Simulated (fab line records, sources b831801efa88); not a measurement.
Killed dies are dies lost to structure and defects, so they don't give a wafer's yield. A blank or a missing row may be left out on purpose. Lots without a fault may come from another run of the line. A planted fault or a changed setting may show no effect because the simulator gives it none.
Which tool did it? | flow sky130 | 13 lots, 39 wafers sampled, at 5 steps of a route of 708

WHAT THE GAUGES READ, wafer by wafer
SKY_SONOS_ONO_THK_MEAS_01.
lot  | measured     | on            | SONOS_ONO_OXIDATION_THK (nm)
L729 | day 11 23:29 | film_metro-03 | 2.50 2.54 2.49
L730 | day 12 05:56 | film_metro-01 | 2.55 2.58 2.52
L731 | day 12 15:02 | film_metro-04 | 2.58 2.58 2.61
L732 | day 13 00:19 | film_metro-03 | 2.57 2.54 2.53
L733 | day 13 11:46 | film_metro-01 | 2.54 2.49 2.54
L735 | day 14 02:04 | film_metro-04 | 2.46 2.43 2.47
L736 | day 14 07:04 | film_metro-03 | 2.44 2.43 2.41
L741 | day 15 23:26 | film_metro-01 | 2.58 2.62 2.62
L744 | day 16 21:20 | film_metro-03 | 2.59 2.50 2.48
L745 | day 17 08:50 | film_metro-01 | 2.59 2.64 2.59
L747 | day 17 19:50 | film_metro-04 | 2.59 2.53 2.62
L749 | day 18 11:18 | film_metro-03 | 2.48 2.56 2.46
L751 | day 19 06:04 | film_metro-01 | 2.64 2.51 2.61

SKY_GATE_OXIDE_OVL_MEAS_10.
lot  | measured     | on         | GATE_OXIDE_OVL (nm)
L729 | day 14 08:47 | overlay-02 | -1.9 -0.3 -0.3
L730 | day 14 21:31 | overlay-01 | -2.3 -1.8 -1.3
L731 | day 15 00:59 | overlay-01 | 2.0 1.0 1.4
L732 | day 15 11:40 | overlay-01 | 0.1 -0.2 -0.7
L733 | day 15 23:20 | overlay-01 | -1.0 0.8 1.6
L735 | day 16 16:07 | overlay-01 | -0.7 2.7 -0.9
L736 | day 16 22:25 | overlay-01 | -1.2 0.1 0.8
L741 | day 18 15:41 | overlay-01 | -0.4 0.1 -0.8
L744 | day 19 15:11 | overlay-02 | -0.2 0.7 -0.7
L745 | day 20 01:56 | overlay-01 | 0.5 0.1 0.6
L747 | day 20 14:22 | overlay-02 | -0.8 -0.6 -0.1
L749 | day 21 06:13 | overlay-01 | -2.4 1.2 -0.1
L751 | day 22 00:11 | overlay-02 | -0.9 -0.7 -0.2

SKY_LDD_HVN_TW_MEAS_10.
lot  | measured     | on            | LDD_HVN_TW
L729 | day 21 00:05 | film_metro-04 | 1438 1432 1432
L730 | day 21 11:28 | film_metro-04 | 1438 1439 1439
L731 | day 21 17:23 | film_metro-01 | 1447 1450 1447
L732 | day 22 03:37 | film_metro-02 | 1433 1428 1425
L733 | day 22 14:37 | film_metro-02 | 1426 1433 1424
L735 | day 23 09:55 | film_metro-02 | 1282 1269 1264
L736 | day 23 22:58 | film_metro-04 | 1283 1278 1283
L741 | day 25 09:16 | film_metro-01 | 1443 1450 1443
L744 | day 26 10:37 | film_metro-04 | 1432 1444 1435
L745 | day 26 17:40 | film_metro-04 | 1445 1441 1435
L747 | day 27 03:54 | film_metro-01 | 1457 1446 1450
L749 | day 27 21:44 | film_metro-02 | 1431 1445 1443
L751 | day 28 14:04 | film_metro-02 | 1434 1433 1440

SKY_SPACER_THK_MEAS_01.
lot  | measured     | on            | SPACER_CVD_00_THK (nm)
L729 | day 24 00:03 | film_metro-02 | 43.4 42.9 42.9
L730 | day 24 04:01 | film_metro-01 | 43.6 43.4 43.7
L731 | day 24 08:08 | film_metro-02 | 43.7 42.9 43.2
L732 | day 24 19:01 | film_metro-03 | 43.1 43.1 43.0
L733 | day 25 06:05 | film_metro-02 | 43.6 43.8 43.3
L735 | day 25 21:44 | film_metro-02 | 43.5 43.4 43.6
L736 | day 26 11:22 | film_metro-02 | 43.7 43.9 44.1
L741 | day 27 23:05 | film_metro-01 | 43.7 43.6 43.6
L744 | day 28 23:18 | film_metro-03 | 42.9 43.4 43.0
L745 | day 29 06:02 | film_metro-02 | 43.4 43.4 42.8
L747 | day 29 15:44 | film_metro-01 | 43.2 43.1 43.2
L749 | day 30 07:20 | film_metro-02 | 43.2 43.2 43.4
L751 | day 30 23:41 | film_metro-03 | 43.7 43.4 43.6

WHICH TOOL RAN EACH LOT (tool, then ch and the chambers of the sampled wafers, then the start)
lot  | SKY_LDD_HVN_IMPLANT_08
L729 | implanter-03 ch 0, day 20 23:52
L730 | implanter-04 ch 0, day 21 11:13
L731 | implanter-03 ch 0, day 21 17:10
L732 | implanter-03 ch 0, day 22 03:22
L733 | implanter-01 ch 0, day 22 14:22
L735 | implanter-03 ch 0, day 23 09:40
L736 | implanter-03 ch 0, day 23 22:44
L741 | implanter-01 ch 0, day 25 09:02
L744 | implanter-03 ch 0, day 26 10:23
L745 | implanter-04 ch 0, day 26 17:25
L747 | implanter-03 ch 0, day 27 03:40
L749 | implanter-03 ch 0, day 27 21:29
L751 | implanter-03 ch 0, day 28 13:51
- SKY_LDD_HVN_IMPLANT_08

WHAT THE TOOLS THEMSELVES READ (means of the sampled wafers that have a number; where no wafer has one, the mark that the record gives instead)
SKY_LDD_HVN_IMPLANT_08.
lot  | tool         | beam_on_s (s) | tilt_deg (degrees)
L729 | implanter-03 | 9.92          | 39.979
L730 | implanter-04 | 10.07         | 39.996
L731 | implanter-03 | 10.08         | 40.013
L732 | implanter-03 | 10.02         | 39.986
L733 | implanter-01 | 9.80          | 39.974
L735 | implanter-03 | 10.22         | 0.010
L736 | implanter-03 | 10.06         | -0.019
L741 | implanter-01 | 10.16         | 40.002
L744 | implanter-03 | 10.00         | 39.970
L745 | implanter-04 | 9.88          | 40.012
L747 | implanter-03 | 10.11         | 40.017
L749 | implanter-03 | 10.06         | 40.013
L751 | implanter-03 | 10.17         | 39.975

THE ANSWER, worked out from the rows above alone
Rule: what is usual is taken from the lots themselves. Put in order of their means at a reading, lots are off if they are a third of the lots or fewer, leave a main group of 4 or more, and stand apart from it by a gap of 3 or more times the standard deviation of the main group's means; of several such gaps the widest counts. A main group whose means are all the same, to the digits that the tables above print for the reading, isn't used. A lot without any number at a reading at which 4 lots or more have one is off too. The other lots that the step has rows for count as sound. The gauges are gone through in route order, then the tools' own readings, and for those a lot's mean is taken as printed above. The first step at which some lot is off is used, and at that step the reading that is off furthest; a lot without a number counts as furthest.
Off: L735, L736, at SKY_LDD_HVN_TW_MEAS_10 (LDD_HVN_TW). The main group: mean 1439, standard deviation 7.
A tool fits if, at a process step before that reading, it ran every lot that is off, and no sound lot after the first of them. The gauges at SKY_LDD_HVN_TW_MEAS_10 aren't tried: what is off there is off at SKY_LDD_HVN_IMPLANT_08 too, on other tools, and a gauge's error can't cause that. None of those tried fits.

WHAT THE SIMULATOR HAD PUT IN
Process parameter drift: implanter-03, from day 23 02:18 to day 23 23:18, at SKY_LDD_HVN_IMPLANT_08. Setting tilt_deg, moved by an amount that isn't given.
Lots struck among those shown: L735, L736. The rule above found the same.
